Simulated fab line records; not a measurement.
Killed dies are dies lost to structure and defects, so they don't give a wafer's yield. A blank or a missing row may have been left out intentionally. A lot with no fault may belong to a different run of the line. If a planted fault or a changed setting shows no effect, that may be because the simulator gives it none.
2 desks looking at one fault || flow sky130 || every desk sees just its own numbers, and what lay behind them comes last

## TOOL OWNER'S DESK, pvd_sputter-02
The tool's own readings at SKY_CAP2M_SPUTTER_02 (material TiN, target thk 200 nm, time 166.7 s): means of the sampled wafers that have a number, for each lot that ran on this tool. Any lot whose mean is over 4 standard deviations away from the usual mean is out of limits and marked OUT; that distance is given in the brackets.
Columns: A = cathode_dc_power_W at SKY_CAP2M_SPUTTER_02, usual 6499.9 W; B = throttle_valve_pct at SKY_CAP2M_SPUTTER_02, usual 30.6 %
{"lot": "L293", "first seen here": "day 41 10:19", "A": 6500.2, "B": 28.8}
{"lot": "L295", "first seen here": "day 41 12:44", "A": 6499.4, "B": 28.5}
{"lot": "L298", "first seen here": "day 42 19:32", "A": "6817.0 (+99 or more) OUT", "B": 29.6}
{"lot": "L299", "first seen here": "day 42 20:23", "A": "6817.1 (+99 or more) OUT", "B": 29.6}
{"lot": "L311", "first seen here": "day 46 01:56", "A": 6500.2, "B": 29.8}
This desk finds L298, L299 out of limits, L298 being first, at day 42 19:32 (cathode_dc_power_W at SKY_CAP2M_SPUTTER_02). Within limits: L293, L295, L311.

## AT THE METROLOGY DESK
What the gauges read, lot by lot, whatever tool the lot ran on: means of the sampled wafers that have a number. Any lot whose mean is over 4 standard deviations away from the usual mean is out of limits and marked OUT; that distance is given in the brackets.
Columns: A = CAPM_CVD_00_THK at SKY_CAPM_THK_MEAS_01, usual 15.56 nm; B = VIA3_W_THK at SKY_VIA3_THK_MEAS_23, usual 393 nm; C = CAP2M_TIN_RS at SKY_CAP2M_RS_MEAS_03, usual 6.94 ohm/sq; D = CAP2M_TIN_THK at SKY_CAP2M_THK_MEAS_04, usual 200.8 nm
{"lot": "L291", "first seen here": "day 37 12:59", "A": 15.73, "B": 396, "C": 6.87, "D": 203.0}
{"lot": "L293", "first seen here": "day 38 02:29", "A": 15.44, "B": 386, "C": 6.95, "D": 200.3}
{"lot": "L295", "first seen here": "day 38 07:18", "A": 15.44, "B": 398, "C": 7.03, "D": 198.4}
{"lot": "L298", "first seen here": "day 39 15:14", "A": 15.58, "B": 396, "C": "6.60 (-4.7) OUT", "D": "212.4 (+4.8) OUT"}
{"lot": "L299", "first seen here": "day 39 15:58", "A": 15.74, "B": 403, "C": "6.62 (-4.5) OUT", "D": "211.8 (+4.6) OUT"}
{"lot": "L302", "first seen here": "day 40 04:40", "A": 15.55, "B": 395, "C": 7.00, "D": 199.2}
{"lot": "L305", "first seen here": "day 41 19:34", "A": 15.78, "B": 391, "C": 6.91, "D": 199.7}
{"lot": "L310", "first seen here": "day 42 14:09", "A": 15.30, "B": 397, "C": 6.84, "D": 203.1}
{"lot": "L309", "first seen here": "day 42 14:43", "A": 15.36, "B": 391, "C": 7.00, "D": 199.0}
{"lot": "L311", "first seen here": "day 43 04:48", "A": 15.82, "B": 390, "C": 6.94, "D": 200.9}
This desk reports L298, L299 out of limits; the earliest was L298 at day 42 19:38 (CAP2M_TIN_RS at SKY_CAP2M_RS_MEAS_03). Within limits: L291, L293, L295, L302, L305, L310, L309, L311.

## ALL TOGETHER
On L298, L299, at day 42 19:32, an alarm was possible from the tool owner's desk.
At day 42 19:38 the metrology desk could have sounded an alarm, on L298, L299.
All the named lots went through SKY_CAP2M_SPUTTER_02 on pvd_sputter-02.

## WHAT HAD BEEN PUT IN BY THE SIMULATOR
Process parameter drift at SKY_CAP2M_SPUTTER_02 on pvd_sputter-02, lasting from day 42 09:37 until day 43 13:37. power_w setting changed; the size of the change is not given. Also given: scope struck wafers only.
Lots struck among those shown: L298, L299.
Fault start to first reading out of limits, in hours, per desk: tool owner, 10; metrology, 10.
